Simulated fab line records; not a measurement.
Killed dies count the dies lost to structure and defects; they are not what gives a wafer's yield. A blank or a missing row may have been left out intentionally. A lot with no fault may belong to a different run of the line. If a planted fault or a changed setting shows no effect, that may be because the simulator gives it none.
What tool caused it? | flow gf180mcu | 11 lots, 33 wafers sampled, at 6 steps of a route of 602

## WHAT THE GAUGES READ, wafer by wafer
GF_V2_THK_MEAS_03. Usual: V2_CVD_02_THK typically reads 843 nm, with standard deviation 13.
lot  | measured     | on           | V2_CVD_02_THK (nm) | flag
L461 | day 20 00:52 | filmMetro-02 | 865 854 852        | 
L462 | day 20 13:40 | filmMetro-01 | 832 848 835        | 
L463 | day 20 14:50 | filmMetro-01 | 848 867 859        | 
L466 | day 22 02:32 | filmMetro-02 | 842 828 841        | 
L467 | day 22 08:47 | filmMetro-02 | 833 844 852        | 
L469 | day 22 22:11 | filmMetro-04 | 820 831 838        | 
L468 | day 22 23:32 | filmMetro-04 | 842 816 841        | 
L474 | day 24 11:23 | filmMetro-04 | 837 842 857        | 
L480 | day 26 14:05 | filmMetro-01 | 822 846 839        | 
L483 | day 27 11:47 | filmMetro-01 | 842 859 848        | 
L484 | day 27 17:46 | filmMetro-04 | 837 848 844        | 

GF_V2_CD_MEAS_14 targets a cd of 260 nm. Usual: 260.5 nm for cdNm, sd 1.1.
lot  | measured     | on       | cdNm (nm)         | flag
L461 | day 21 02:11 | cdSem-01 | 261.3 261.0 261.5 | 
L462 | day 21 13:48 | cdSem-02 | 261.0 260.9 260.8 | 
L463 | day 21 14:58 | cdSem-02 | 260.6 258.6 258.4 | 
L466 | day 23 02:42 | cdSem-01 | 261.5 260.8 261.9 | 
L467 | day 23 09:02 | cdSem-01 | 261.6 262.0 262.7 | 
L469 | day 23 22:03 | cdSem-01 | 259.5 260.9 260.1 | 
L468 | day 23 22:28 | cdSem-02 | 262.9 260.2 260.9 | 
L474 | day 25 09:42 | cdSem-01 | 259.9 259.8 260.3 | 
L480 | day 27 11:41 | cdSem-02 | 259.8 260.1 260.9 | 
L483 | day 28 09:04 | cdSem-01 | 261.4 261.2 261.0 | 
L484 | day 28 14:10 | cdSem-01 | 259.3 259.9 259.6 | 

GF_M3_RS_MEAS_05: a four-point-probe measurement. Usual: M3_ALCU_RS typically reads 0.0693 ohm/sq, with standard deviation 0.00086.
lot  | measured     | on           | M3_ALCU_RS (ohm/sq)  | flag
L461 | day 21 03:57 | filmMetro-04 | 0.0685 0.0696 0.0690 | 
L462 | day 21 15:34 | filmMetro-01 | 0.0699 0.0692 0.0708 | 
L463 | day 21 16:51 | filmMetro-03 | 0.0690 0.0703 0.0701 | 
L466 | day 23 04:54 | filmMetro-03 | 0.0707 0.0687 0.0699 | 
L467 | day 23 10:46 | filmMetro-04 | 0.0717 0.0705 0.0711 | 
L469 | day 23 23:47 | filmMetro-04 | 0.0715 0.0707 0.0704 | 
L468 | day 24 00:11 | filmMetro-03 | 0.0688 0.0689 0.0704 | 
L474 | day 25 11:40 | filmMetro-04 | 0.0498 0.0493 0.0683 | OFF
L480 | day 27 13:25 | filmMetro-03 | 0.0699 0.0692 0.0693 | 
L483 | day 28 10:50 | filmMetro-03 | 0.0694 0.0688 0.0690 | 
L484 | day 28 15:56 | filmMetro-01 | 0.0683 0.0690 0.0696 | 

GF_M3_THK_MEAS_06: measures by xrf. Usual: M3_ALCU_THK typically reads 459 nm, with standard deviation 5.6.
lot  | measured     | on           | M3_ALCU_THK (nm) | flag
L461 | day 21 04:03 | filmMetro-04 | 462 456 460      | 
L462 | day 21 15:40 | filmMetro-01 | 456 460 450      | 
L463 | day 21 16:58 | filmMetro-03 | 462 452 456      | 
L466 | day 23 05:01 | filmMetro-03 | 448 463 453      | 
L467 | day 23 10:52 | filmMetro-04 | 442 452 446      | 
L469 | day 23 23:54 | filmMetro-04 | 446 452 453      | 
L468 | day 24 00:19 | filmMetro-03 | 462 462 451      | 
L474 | day 25 11:47 | filmMetro-04 | 639 644 466      | OFF
L480 | day 27 13:32 | filmMetro-03 | 458 464 460      | 
L483 | day 28 10:57 | filmMetro-03 | 458 461 458      | 
L484 | day 28 16:01 | filmMetro-01 | 468 465 460      | 

## WHICH TOOL RAN EACH LOT (tool, then ch and the chambers of the sampled wafers, then the start)
lot  | GF_V2_ETCH_17                                | GF_M3_SPUTTER_02
L461 | rieDiel-01 ch 0,1, day 21 03:49 or earlier   | pvdSputter-01, day 21 03:49
L462 | rieDiel-03 ch 0,1,2, day 21 15:27 or earlier | pvdSputter-04, day 21 15:27
L463 | rieDiel-03 ch 0,2,3, day 21 16:44 or earlier | pvdSputter-01, day 21 16:44
L466 | rieDiel-01 ch 1,3, day 23 04:47 or earlier   | pvdSputter-04, day 23 04:47
L467 | rieDiel-01 ch 0,3, day 23 10:39 or earlier   | pvdSputter-01, day 23 10:39
L469 | rieDiel-02 ch 1,2,3, day 23 23:41 or earlier | pvdSputter-01, day 23 23:41
L468 | rieDiel-01 ch 1,2,3, day 24 00:06 or earlier | pvdSputter-04, day 24 00:06
L474 | rieDiel-03 ch 0,1,3, day 25 11:34 or earlier | pvdSputter-04, day 25 11:34
L480 | rieDiel-03 ch 2,3, day 27 13:19 or earlier   | pvdSputter-03, day 27 13:19
L483 | rieDiel-01 ch 0,2,3, day 28 10:44 or earlier | pvdSputter-01, day 28 10:44
L484 | rieDiel-01 ch 0,1,2, day 28 15:47 or earlier | pvdSputter-01, day 28 15:47
- GF_V2_ETCH_17: etches SiO2 in C4F8/O2/Ar, stops on TiN, target depth 630 nm.
- GF_M3_SPUTTER_02: material AlCu, target thk 450 nm, time 23.9 s.

## AS READ BY THE TOOLS THEMSELVES (means over the sampled wafers that have a number; for cases with no such wafer, the mark the record gives instead)
GF_V2_ETCH_17. Usual: chamberPressureMTorr 40.00 mTorr, standard deviation 0.036; oesProductAu 0.857 a.u., standard deviation 0.0047.
lot  | tool       | chamberPressureMTorr (mTorr) | oesProductAu (a.u.) | flag
L461 | rieDiel-01 | 40.03                        | 0.866               | 
L462 | rieDiel-03 | 40.00                        | 0.858               | 
L463 | rieDiel-03 | 40.00                        | 0.856               | 
L466 | rieDiel-01 | 39.94                        | 0.860               | 
L467 | rieDiel-01 | 40.00                        | 0.856               | 
L469 | rieDiel-02 | 40.02                        | 0.859               | 
L468 | rieDiel-01 | 39.98                        | 0.862               | 
L474 | rieDiel-03 | 40.00                        | 0.860               | 
L480 | rieDiel-03 | 40.00                        | 0.850               | 
L483 | rieDiel-01 | 40.06                        | 0.857               | 
L484 | rieDiel-01 | 40.02                        | 0.855               | 

GF_M3_SPUTTER_02. Usual: 29.9 % for throttleValvePct, sd 1.
lot  | tool          | throttleValvePct (%) | flag
L461 | pvdSputter-01 | 30.8                 | 
L462 | pvdSputter-04 | 30.1                 | 
L463 | pvdSputter-01 | 31.2                 | 
L466 | pvdSputter-04 | 30.0                 | 
L467 | pvdSputter-01 | 30.6                 | 
L469 | pvdSputter-01 | 30.8                 | 
L468 | pvdSputter-04 | 29.5                 | 
L474 | pvdSputter-04 | 29.7                 | 
L480 | pvdSputter-03 | 28.8                 | 
L483 | pvdSputter-01 | 30.6                 | 
L484 | pvdSputter-01 | 31.3                 | 

## THE ANSWER, worked out from the rows above alone
Rule: a lot counts as off when the mean over its wafers that have a number is more than 3 standard deviations away from the usual mean. A lot without any number at a reading at which 4 lots or more have one is off too. Where the step has rows for the other lots, those lots are counted as sound. Order of review: gauges by route order, followed by the tools' own readings, for which a lot's mean as printed above is used. The first step at which some lot is off is used, and at that step the reading that is off furthest; a lot without a number counts as furthest.
Off: L474, at GF_M3_RS_MEAS_05 (M3_ALCU_RS).
If a tool, at a process step before that reading, ran all the lots that are off and no sound lot after the first of them, it fits. Gauges at GF_M3_RS_MEAS_05: tried the same way as those tools. GF_V2_ETCH_17: start missing for some lots; hours and lot order therefore follow GF_M3_SPUTTER_02. Undecided on this evidence; 2 tools fit (pvdSputter-04 at GF_M3_SPUTTER_02, filmMetro-04 at GF_M3_RS_MEAS_05).

## WHAT WAS PUT IN BY THE SIMULATOR
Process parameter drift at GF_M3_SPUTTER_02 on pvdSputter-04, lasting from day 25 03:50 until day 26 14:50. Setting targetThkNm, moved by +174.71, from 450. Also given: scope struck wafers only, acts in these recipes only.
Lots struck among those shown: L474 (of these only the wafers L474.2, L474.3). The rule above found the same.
